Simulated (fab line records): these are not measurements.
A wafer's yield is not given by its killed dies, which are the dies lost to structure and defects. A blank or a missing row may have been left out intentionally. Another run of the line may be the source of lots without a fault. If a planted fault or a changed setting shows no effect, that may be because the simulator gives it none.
Which tool did it?    flow gf180mcu    15 lots, 45 wafers sampled, at 4 steps of a route of 602

WHAT THE GAUGES READ, wafer by wafer
GF_M4_RS_MEAS_05: measurement is done with a four-point probe.
lot   measured      on            M4_ALCU_RS (ohm/sq)
L488  day 23 00:23  filmMetro-01  0.0691 0.0689 0.0695
L490  day 23 17:14  filmMetro-01  0.0707 0.0711 0.0711
L491  day 23 20:56  filmMetro-01  0.0699 0.0700 0.0704
L493  day 24 02:44  filmMetro-02  0.0704 0.0700 0.0707
L492  day 24 07:26  filmMetro-01  0.0694 0.0698 0.0697
L494  day 24 17:43  filmMetro-03  0.0691 0.0686 0.0686
L495  day 25 02:22  filmMetro-01  0.0689 0.0687 0.0692
L497  day 25 10:59  filmMetro-02  0.0687 0.0689 0.0681
L503  day 27 18:41  filmMetro-01  0.0685 0.0695 0.0691
L504  day 27 19:17  filmMetro-02  0.0698 0.0692 0.0696
L505  day 28 04:11  filmMetro-02  0.0689 0.0695 0.0700
L507  day 28 19:11  filmMetro-02  0.0686 0.0689 0.0691
L508  day 28 22:35  filmMetro-03  0.0705 0.0706 0.0707
L509  day 29 10:58  filmMetro-03  0.0705 0.0700 0.0703
L511  day 29 17:53  filmMetro-01  0.0704 0.0710 0.0708

GF_V4_CD_MEAS_14 targets a cd of 260 nm.
lot   measured      on        cdNm (nm)
L488  day 24 22:44  cdSem-01  260.6 260.9 261.4
L490  day 25 14:24  cdSem-01  261.3 261.2 261.3
L491  day 25 17:30  cdSem-01  261.1 260.8 262.3
L493  day 25 23:40  cdSem-01  261.2 260.8 261.1
L492  day 26 03:56  cdSem-02  259.0 259.3 258.2
L494  day 26 13:35  cdSem-01  256.2 258.1 255.9
L495  day 26 21:17  cdSem-02  260.6 261.1 258.5
L497  day 27 06:01  cdSem-02  260.3 260.2 259.2
L503  day 29 11:38  cdSem-02  - - -
L504  day 29 12:23  cdSem-02  - - -
L505  day 29 21:16  cdSem-01  - - -
L507  day 30 11:02  cdSem-02  260.9 260.1 261.3
L508  day 30 13:41  cdSem-01  259.4 259.2 259.1
L509  day 31 01:29  cdSem-02  260.4 260.5 260.7
L511  day 31 08:32  cdSem-01  259.8 260.9 259.4

WHICH TOOL RAN EACH LOT (tool, then ch and the chambers of the sampled wafers, then the start)
lot   GF_M4_METAL_ETCH_16               GF_V4_PEB_12
L488  rieMetal-03 ch 0,1, day 23 23:39  lithoTrack-01 ch 0, day 24 22:23
L490  rieMetal-02 ch 0,1, day 24 15:42  lithoTrack-03 ch 0, day 25 14:03
L491  rieMetal-01 ch 0,1, day 24 18:53  lithoTrack-03 ch 0, day 25 17:09
L493  rieMetal-03 ch 0,1, day 25 00:50  lithoTrack-01 ch 0, day 25 23:20
L492  rieMetal-03 ch 0,1, day 25 05:02  lithoTrack-01 ch 0, day 26 03:35
L494  rieMetal-01 ch 0,1, day 25 15:19  lithoTrack-03 ch 0, day 26 13:16
L495  rieMetal-01 ch 0,1, day 25 23:32  lithoTrack-01 ch 0, day 26 20:58
L497  rieMetal-01 ch 0,1, day 26 08:12  lithoTrack-01 ch 0, day 27 05:41
L503  rieMetal-01 ch 0,1, day 28 14:30  lithoTrack-01, day 29 11:17
L504  rieMetal-02 ch 0,1, day 28 15:21  lithoTrack-03, day 29 12:02
L505  rieMetal-01 ch 0,1, day 28 23:50  lithoTrack-01, day 29 20:55
L507  rieMetal-03 ch 0,1, day 29 14:35  lithoTrack-01 ch 0, day 30 10:41
L508  rieMetal-02 ch 0,1, day 29 17:51  lithoTrack-01 ch 0, day 30 13:20
L509  rieMetal-02 ch 0,1, day 30 06:26  lithoTrack-01 ch 0, day 31 01:08
L511  rieMetal-01 ch 0, day 30 12:30    lithoTrack-03 ch 0, day 31 08:11
- GF_M4_METAL_ETCH_16: etches the open film in Cl2/BCl3, stops on SiO2, target depth 627.5 nm, time 104.6 s.
- GF_V4_PEB_12: peb time 90 s.

WHAT THE TOOLS THEMSELVES READ (means of the sampled wafers that have a number; where no wafer has one, the mark that the record gives instead)
GF_M4_METAL_ETCH_16.
lot   tool         bcl3FlowSccm (sccm)  drypumpMotorCurrentA (A)  oesProductAu (a.u.)  throttleValvePct (%)
L488  rieMetal-03  40.00                5.4                       0.980                28.256
L490  rieMetal-02  39.95                5.9                       0.961                28.256
L491  rieMetal-01  39.94                5.6                       0.968                28.255
L493  rieMetal-03  39.91                5.1                       0.961                28.259
L492  rieMetal-03  39.88                5.4                       0.973                28.246
L494  rieMetal-01  39.92                5.6                       0.974                28.242
L495  rieMetal-01  39.99                5.6                       0.979                28.247
L497  rieMetal-01  39.97                5.6                       0.973                28.242
L503  rieMetal-01  40.00                5.6                       0.978                28.246
L504  rieMetal-02  39.93                5.9                       0.971                28.257
L505  rieMetal-01  39.91                5.6                       0.970                28.241
L507  rieMetal-03  40.04                5.4                       0.976                28.237
L508  rieMetal-02  39.91                5.9                       0.966                28.249
L509  rieMetal-02  39.97                5.9                       0.970                28.255
L511  rieMetal-01  40.09                5.5                       0.967                28.268

GF_V4_PEB_12.
lot   tool           chillPlateTempC (C)  exhaustPa (Pa)
L488  lithoTrack-01  22.94                45.1
L490  lithoTrack-03  22.91                45.3
L491  lithoTrack-03  23.06                45.1
L493  lithoTrack-01  23.05                46.1
L492  lithoTrack-01  23.04                45.0
L494  lithoTrack-03  23.05                44.5
L495  lithoTrack-01  22.93                46.0
L497  lithoTrack-01  23.10                45.0
L503  lithoTrack-01  -                    -
L504  lithoTrack-03  -                    -
L505  lithoTrack-01  -                    -
L507  lithoTrack-01  22.97                45.1
L508  lithoTrack-01  23.02                46.5
L509  lithoTrack-01  23.07                45.1
L511  lithoTrack-03  23.08                46.0

THE ANSWER, worked out from the rows above alone
Rule: usual is defined by the lots themselves. The widest of any qualifying gaps counts: lots, ordered by their means at a reading, are off when they make up no more than a third of the lots, leave a main group of 4 or more, and stand apart from it by 3 or more times the standard deviation of that group's means. A main group whose means are all the same, to the digits that the tables above print for the reading, isn't used. Also off: a lot with no number at a reading for which 4 or more lots have one. Where the step has rows for the other lots, those lots are counted as sound. The gauges are gone through in route order, then the tools' own readings, and for those a lot's mean is taken as printed above. The first step at which some lot is off is used, and at that step the reading that is off furthest; a lot without a number counts as furthest.
Off, at GF_V4_CD_MEAS_14 on cdNm: L503, L504, L505. Without a number there: L503, L504, L505. The main group: mean 260.1 nm, standard deviation 1.3.
If a tool, at a process step before that reading, ran all the lots that are off and no sound lot after the first of them, it fits. The gauges at GF_V4_CD_MEAS_14 aren't tried: what is off there is off at GF_V4_PEB_12 too, on other tools, and a gauge's error can't cause that. No candidate that was tried fits.

WHAT THE SIMULATOR PUT IN
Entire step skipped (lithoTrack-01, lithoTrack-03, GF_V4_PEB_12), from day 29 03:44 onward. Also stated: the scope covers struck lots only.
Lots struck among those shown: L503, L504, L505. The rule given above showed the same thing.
